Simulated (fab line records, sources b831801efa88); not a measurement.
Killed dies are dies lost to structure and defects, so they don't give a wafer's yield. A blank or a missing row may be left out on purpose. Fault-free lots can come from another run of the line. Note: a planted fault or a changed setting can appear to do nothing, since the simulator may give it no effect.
Which tool is to blame? ; flow sky130 ; 30 wafers from 10 lots sampled at 5 of the route's 708 steps

WHAT THE GAUGES READ, wafer by wafer
SKY_SD_N_RS_MEAS_16: the measuring method here is four-point-probe.
lot;measured;on;SD_N_RS (ohm/sq)
L647;day 28 15:39;filmMetro-02;68.32 68.51 68.44
L649;day 29 23:11;filmMetro-01;68.44 68.60 68.39
L651;day 30 04:18;filmMetro-02;68.41 68.54 68.41
L652;day 30 08:12;filmMetro-01;68.51 68.50 68.55
L653;day 31 09:58;filmMetro-04;71.02 71.10 70.98
L654;day 31 15:30;filmMetro-01;71.11 71.20 71.22
L662;day 33 10:46;filmMetro-01;68.45 68.67 68.50
L665;day 34 16:43;filmMetro-02;68.47 68.58 68.55
L666;day 34 19:13;filmMetro-02;68.53 68.37 68.60
L667;day 35 01:06;filmMetro-04;68.38 68.41 68.44

SKY_SD_N_RS_MEAS_17: the measuring method here is four-point-probe.
lot;measured;on;SD_P_RS (ohm/sq)
L647;day 28 15:46;filmMetro-02;147.1 147.6 146.7
L649;day 29 23:18;filmMetro-01;146.8 147.0 146.9
L651;day 30 04:25;filmMetro-02;146.0 146.9 146.5
L652;day 30 08:19;filmMetro-01;146.6 146.6 147.0
L653;day 31 10:05;filmMetro-04;161.8 161.5 162.2
L654;day 31 15:37;filmMetro-01;162.0 162.0 161.9
L662;day 33 10:53;filmMetro-01;146.9 147.0 146.9
L665;day 34 16:50;filmMetro-02;146.4 146.9 146.8
L666;day 34 19:20;filmMetro-02;146.4 146.8 146.9
L667;day 35 01:13;filmMetro-04;146.8 147.1 146.8

WHICH TOOL RAN EACH LOT (tool, then ch and the chambers of the sampled wafers, then the start)
lot;SKY_POLY_CUT_STRIP_12;SKY_SD_N_STRIP_11;SKY_SD_N_RTA_14
L647;plasmaAsher-03 ch 0,1, day 25 03:12;plasmaAsher-04 ch 0,1, day 28 15:16;rtpAnneal-02 ch 0, day 28 15:29
L649;plasmaAsher-03 ch 0,1, day 26 10:27;plasmaAsher-02 ch 0,1, day 29 22:47;rtpAnneal-01 ch 0, day 29 23:00
L651;plasmaAsher-02 ch 0,1, day 26 15:18;plasmaAsher-04 ch 0,1, day 30 03:55;rtpAnneal-02 ch 0, day 30 04:07
L652;plasmaAsher-04 ch 0,1, day 26 20:27;plasmaAsher-01 ch 0,1, day 30 07:49;rtpAnneal-01 ch 0, day 30 08:02
L653;plasmaAsher-02 ch 0,1, day 27 21:01;plasmaAsher-04 ch 0,1, day 31 09:35;rtpAnneal-02 ch 0, day 31 09:48
L654;plasmaAsher-03 ch 0,1, day 28 05:13;plasmaAsher-04 ch 0,1, day 31 15:07;rtpAnneal-02 ch 0, day 31 15:19
L662;plasmaAsher-02 ch 0,1, day 30 02:27;plasmaAsher-04 ch 0,1, day 33 10:22;rtpAnneal-01 ch 0, day 33 10:35
L665;plasmaAsher-02 ch 0,1, day 31 08:04;plasmaAsher-01 ch 0,1, day 34 16:20;rtpAnneal-02 ch 0, day 34 16:33
L666;plasmaAsher-03 ch 0,1, day 31 10:40;plasmaAsher-02 ch 0,1, day 34 18:50;rtpAnneal-01 ch 0, day 34 19:03
L667;plasmaAsher-04 ch 0,1, day 31 16:36;plasmaAsher-01 ch 0,1, day 35 00:41;rtpAnneal-02 ch 0, day 35 00:55
- SKY_POLY_CUT_STRIP_12: strips in O2/N2.
- SKY_SD_N_STRIP_11: strips in O2/N2.
- SKY_SD_N_RTA_14: time 2 s.

WHAT THE TOOLS THEMSELVES READ (means of the sampled wafers that have a number; where no wafer has one, the mark that the record gives instead)
SKY_POLY_CUT_STRIP_12.
lot;tool;drypumpMotorCurrentA (A);oesProductAu (a.u.);stripTimeToEndpointS (s)
L647;plasmaAsher-03;5.9;0.453;5.334
L649;plasmaAsher-03;5.9;0.451;5.344
L651;plasmaAsher-02;6.1;0.453;5.344
L652;plasmaAsher-04;5.2;0.449;5.359
L653;plasmaAsher-02;6.1;0.453;5.364
L654;plasmaAsher-03;6.0;0.449;5.363
L662;plasmaAsher-02;5.7;0.452;5.360
L665;plasmaAsher-02;5.6;0.451;5.364
L666;plasmaAsher-03;6.0;0.452;5.368
L667;plasmaAsher-04;5.4;0.454;5.380

SKY_SD_N_STRIP_11.
lot;tool;drypumpMotorCurrentA (A);oesProductAu (a.u.);stripTimeToEndpointS (s)
L647;plasmaAsher-04;5.4;0.522;22.53
L649;plasmaAsher-02;6.1;0.529;22.52
L651;plasmaAsher-04;5.4;0.524;22.53
L652;plasmaAsher-01;5.5;0.529;22.51
L653;plasmaAsher-04;5.4;0.529;22.50
L654;plasmaAsher-04;5.2;0.522;22.62
L662;plasmaAsher-04;5.2;0.525;22.53
L665;plasmaAsher-01;5.6;0.528;22.47
L666;plasmaAsher-02;6.1;0.527;22.54
L667;plasmaAsher-01;5.5;0.531;22.59

SKY_SD_N_RTA_14.
lot;tool;chamberO2Ppm;lampPowerPct (%);wafer_temp_C_max
L647;rtpAnneal-02;2.008;15.70;1078.6
L649;rtpAnneal-01;2.004;15.73;1078.1
L651;rtpAnneal-02;2.010;15.71;1077.9
L652;rtpAnneal-01;2.001;15.78;1077.7
L653;rtpAnneal-02;1.996;15.73;1077.1
L654;rtpAnneal-02;2.005;15.74;1077.5
L662;rtpAnneal-01;1.982;15.70;1078.8
L665;rtpAnneal-02;2.007;15.67;1079.6
L666;rtpAnneal-01;2.001;15.69;1078.2
L667;rtpAnneal-02;2.030;15.72;1077.4

THE ANSWER, worked out from the rows above alone
Rule: what is usual is taken from the lots themselves. Put in order of their means at a reading, lots are off if they are a third of the lots or fewer, leave a main group of 4 or more, and stand apart from it by a gap of 3 or more times the standard deviation of the main group's means; of several such gaps the widest counts. Not used: any main group whose means are identical at the precision the tables above print for the reading. A lot without any number at a reading at which 4 lots or more have one is off too. Where the step has rows for the other lots, those lots are counted as sound. The gauges are gone through in route order, then the tools' own readings, and for those a lot's mean is taken as printed above. The first step at which some lot is off is used, and at that step the reading that is off furthest; a lot without a number counts as furthest.
Off: L653, L654, seen at SKY_SD_N_RS_MEAS_16 (SD_N_RS). Main group: mean 68.48 ohm/sq, sd 0.046.
A tool fits if, at a process step before that reading, it ran every lot that is off, and no sound lot after the first of them. Gauges at SKY_SD_N_RS_MEAS_16: tried the same way as those tools. None of those tried fits.

WHAT HAD BEEN PUT IN BY THE SIMULATOR
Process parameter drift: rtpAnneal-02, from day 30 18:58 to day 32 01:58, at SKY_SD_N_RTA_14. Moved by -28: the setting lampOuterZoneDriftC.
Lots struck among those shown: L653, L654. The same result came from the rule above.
